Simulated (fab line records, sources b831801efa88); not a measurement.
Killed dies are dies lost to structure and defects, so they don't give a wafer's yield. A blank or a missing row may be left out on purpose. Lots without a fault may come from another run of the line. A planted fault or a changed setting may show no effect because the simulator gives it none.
Problem report in the 8D (eight disciplines) form, filled by code | flow gf180mcu | the parts of the form that need people (team, actions taken, sign-off) are left out

1. THE PROBLEM
SALICIDE_TIN_RS at GF_SALICIDE_RS_MEAS_04 reads a mean of 33.9 ohm/sq on 1 wafer of 1 lot; wafers without a fault read 16.3 ohm/sq with a standard deviation of 0.34. That is +52 standard deviations from the usual mean.
The step: measures by four-point-probe.
First seen on wafer L667.2, day 22 20:25, on film_metro-03. The record holds 39 wafers of 13 lots with a number at this step. Rule for "out", or "out of limits": more than 4 standard deviations from the usual mean. The other wafers with a number count as sound.

2. WHAT IT IS AND WHAT IT IS NOT
question                    | is                | is not
which readings at this step | SALICIDE_TIN_RS   | -
which lots                  | L667              | L645, L646, L647, L648, L650, L652, L653, L655, L656, L658, L659, L668
which wafers of those lots  | L667.2            | L667.1, L667.4
read on which gauges        | film_metro-03     | film_metro-01, film_metro-04
when                        | from day 22 20:25 | up to then (35 sound wafers); but 3 sound wafers of L668 came after

3. SUSPECTS, AND WHAT RULES EACH OUT
Counting: a tool at a process step up to the reading stays a suspect if it ran every lot that is out. Sound lots after the first of them don't rule it out here, since some wafers of a struck lot are sound.
- the gauge at GF_SALICIDE_RS_MEAS_04: kept. All the wafers that are out were read on film_metro-03, and no step on other tools shows them out.
- pvd_sputter-01 at GF_SALICIDE_SPUTTER_02 (material Co, target thk 10 nm, time 20 s): kept. It ran the lot that is out, L667 (day 22 20:21); its last sound lot up to then is L659 (day 20 05:07).
Left after counting: pvd_sputter-01 at GF_SALICIDE_SPUTTER_02, film_metro-03 at GF_SALICIDE_RS_MEAS_04.

4. THE CAUSE (what the simulator had put in)
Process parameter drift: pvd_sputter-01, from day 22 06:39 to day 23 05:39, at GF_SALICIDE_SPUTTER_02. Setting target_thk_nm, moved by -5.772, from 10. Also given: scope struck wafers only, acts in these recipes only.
Counting left 2 suspects, and this tool is among them.

5. THE CHAIN OF EFFECTS, in route order
Each row: a reading whose mean over the struck wafers that have a number lies more than 3 standard deviations from the usual. Only readings for which the record gives a usual standard deviation are gone through. hours: the time from each lot's start at the first step in this table that gives one to its start at this step, as a median over the lots. sigmas: the change in usual standard deviations.
hours | step                   | reading         | usual       | on struck wafers | change | sigmas
0     | GF_SALICIDE_RS_MEAS_04 | SALICIDE_TIN_RS | 16.3 ohm/sq | 33.9             | +17.6  | +52

6. WHAT WOULD HAVE CAUGHT IT SOONER
In this record the first reading out of limits at a measuring or inspecting step was taken at day 22 20:25, 14 hours after the fault began at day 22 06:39.
Of the tool readings at GF_SALICIDE_SPUTTER_02 for which the record gives a usual standard deviation, none was out on any struck wafer, so an alarm limit of 4 standard deviations on them would not have fired.
All the lots that are out (1) had begun GF_SALICIDE_SPUTTER_02 on pvd_sputter-01 by day 22 20:25. A hold on the tool at that time would have spared none of them.
